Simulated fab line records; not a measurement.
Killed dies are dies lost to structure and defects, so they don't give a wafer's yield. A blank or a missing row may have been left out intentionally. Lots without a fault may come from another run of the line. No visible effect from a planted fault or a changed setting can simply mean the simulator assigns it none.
Struck lot and sound lot, side by side + flow sky130 + 37 out of 708 route steps
Sound: these wafers, L650.1, L650.3, L650.5. Wafers struck: L655.1, L655.2, L655.5. At the end, the cause is stated.
Each step with rows lists, per side, the tool, then ch with its chambers, then its first start. Under that, the readings that differ: sound wafers + struck wafers + difference of the means + sigmas: that difference in standard deviations of wafers without a fault.
alike: words and numbers the same on both sides, and readings whose means are apart by under 2 such deviations; not compared: readings that were withheld, readings missing a value for some wafer, numbers with overlapping values and no deviation given by the record, and bounds like >300 which may hide the same value.
The two part at a step that has a row with sigmas, a row that says differs or no value, or rows on one side only. Numbers that have no deviation but don't overlap get no sigmas and don't part them. Lack of a reading on every wafer of one side parts them only where that side has two or more wafers.

first, 9 steps without rows for these wafers: SKY_SONOS_ONO_CVD_04 (deposits SiO2 from SiH4/N2O, target thk 5.7199 nm); SKY_SONOS_ONO_DEHYDRATE_06 (time 60 s); SKY_SONOS_ONO_HMDS_07 (prime time 60 s); SKY_SONOS_ONO_COAT_08 (resist thk 1140 nm); SKY_SONOS_ONO_SOFTBAKE_09 (time 60 s); SKY_SONOS_ONO_EXPOSE_10 (exposes mask ONOM, target cd 410 nm); SKY_SONOS_ONO_PEB_11; SKY_SONOS_ONO_DEVELOP_12 (develop time 60 s); SKY_SONOS_ONO_ETCH_15 (etches the open film in CHF3/O2, target depth 19.52 nm, time 7.8 s).
SKY_SONOS_ONO_WET_ETCH_16: etches SiO2 in dHF, target depth 14 nm, time 280 s.
  sound on wet_bench-03 ch 0, day 16 13:32; struck on wet_bench-03 ch 2, day 18 03:16
| reading                                    | sound             | struck            | difference | sigmas |
|--------------------------------------------|-------------------|-------------------|------------|--------|
| run_length_s (s)                           | 304 304 304       | 640 640 640       | +336       | +80    |
| model.SiO2_of_FIELD_ISO_CVD_24.thk_nm (nm) | 385.1 384.5 384.6 | 368.1 364.8 366.8 | -18.2      |        |
then, 25 steps without rows for these wafers: SKY_SONOS_ONO_STRIP_17 (strips in O2/N2); SKY_SONOS_ONO_WET_ETCH_18 (etches Si3N4 in H3PO4, target depth 15 nm, time 172 s); SKY_GATE_OXIDE_CLEAN_00 (cleans in SC1/SC2, time 150 s); SKY_GATE_OXIDE_OXIDATION_01 (stabilise 600 s, purge 300 s, target thk 10.268 nm); SKY_GATE_OXIDE_DEHYDRATE_03 (time 60 s); SKY_GATE_OXIDE_HMDS_04 (prime time 60 s); SKY_GATE_OXIDE_COAT_05 (resist thk 1140 nm); SKY_GATE_OXIDE_SOFTBAKE_06 (time 60 s); SKY_GATE_OXIDE_EXPOSE_07 (exposes mask LVOM, target cd 600 nm); SKY_GATE_OXIDE_PEB_08; SKY_GATE_OXIDE_DEVELOP_09 (develop time 60 s); SKY_GATE_OXIDE_IMPLANT_11; SKY_GATE_OXIDE_WET_ETCH_12 (etches SiO2 in dHF, target depth 16.8 nm, time 336 s); SKY_GATE_OXIDE_STRIP_13 (strips in O2/N2); SKY_GATE_OXIDE_CLEAN_15 (cleans in SC1/SC2, time 150 s); SKY_GATE_OXIDE_OXIDATION_16 (stabilise 600 s, purge 300 s, target thk 3.57 nm); SKY_POLY_GATE_CVD_00 (deposits poly-Si, target thk 180 nm, time 720 s); SKY_RES_PROTECT_DEHYDRATE_00 (time 60 s); SKY_RES_PROTECT_HMDS_01 (prime time 60 s); SKY_RES_PROTECT_COAT_02 (resist thk 1140 nm); SKY_RES_PROTECT_SOFTBAKE_03 (time 60 s); SKY_RES_PROTECT_EXPOSE_04 (exposes mask RPM, target cd 1270 nm); SKY_RES_PROTECT_PEB_05; SKY_RES_PROTECT_DEVELOP_06 (develop time 60 s); SKY_POLY_GATE_IMPLANT_02.
-- the record jumps here: 15 days lie between the struck wafers' starts before and after (it left off in module POLY_GATE and takes up again in module SALICIDE, whose first step shown is number 361 of the route) --
SKY_SALICIDE_CLEAN_00: cleans in HF-last, time 30 s.
  sound on wet_bench-03 ch 3, day 31 20:02; struck on wet_bench-03 ch 0, day 33 08:53
| reading                                    | sound             | struck            | difference | sigmas |
|--------------------------------------------|-------------------|-------------------|------------|--------|
| model.SiO2_of_FIELD_ISO_CVD_24.thk_nm (nm) | 359.7 359.1 359.3 | 342.9 339.5 341.6 | -18.0      |        |
-- the record jumps here: 16 days lie between the struck wafers' starts before and after (it left off in module SALICIDE and takes up again in module PAD_OPEN, whose first step shown is number 708 of the route) --
SKY_PAD_OPEN_PROBE_99:
  sound on prober-01, day 48 13:40; struck on prober-02, day 49 18:07
| reading                                   | sound                | struck               | difference | sigmas |
|-------------------------------------------|----------------------|----------------------|------------|--------|
| killed_open                               | 48 62 60             | 36 55 33             | -15        | -2     |
| model.etest.cap_li_to_poly.c_af_um2       | 98.65 98.92 98.48    | 92.97 94.32 97.09    | -3.89      |        |
| model.etest.cap_poly_to_well.c_af_um2     | 86.6 93.11 89.59     | 96.11 96.44 97.69    | +6.98      |        |
| model.etest.field_n.vt_v (V)              | 36.64 35.13 36.67    | 34.52 33.05 33.53    | -2.45      |        |
| model.etest.sram_nfet_pass.off_log10_a_um | -12.81 -12.67 -12.88 | -12.29 -11.9 -11.85  | +0.77      |        |
| model.etest.nfet_01v8.off_log10_a_um      | -13.38 -13.39 -13.41 | -13.11 -13.01 -13.04 | +0.34      |        |
| model.etest.sram_nfet_pass.vt_v (V)       | 0.6806 0.6745 0.7024 | 0.6582 0.6067 0.6248 | -0.0559    |        |
| model.etest.sram_nfet_pass.vt_sat_v (V)   | 0.5813 0.5754 0.6012 | 0.5542 0.5087 0.5205 | -0.0582    |        |
  alike: killed_at_M0_to_M3, killed_at_M4_up, killed_at_contacts, killed_at_front_end, killed_at_other, killed_dies, killed_short

== WHERE THEY PART ==
Last at SKY_PAD_OPEN_PROBE_99 as far as this record goes, first at SKY_SONOS_ONO_WET_ETCH_16.

WHY: what the simulator had put in
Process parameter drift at SKY_SONOS_ONO_WET_ETCH_16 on wet_bench-03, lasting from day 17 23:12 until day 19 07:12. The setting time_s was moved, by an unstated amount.
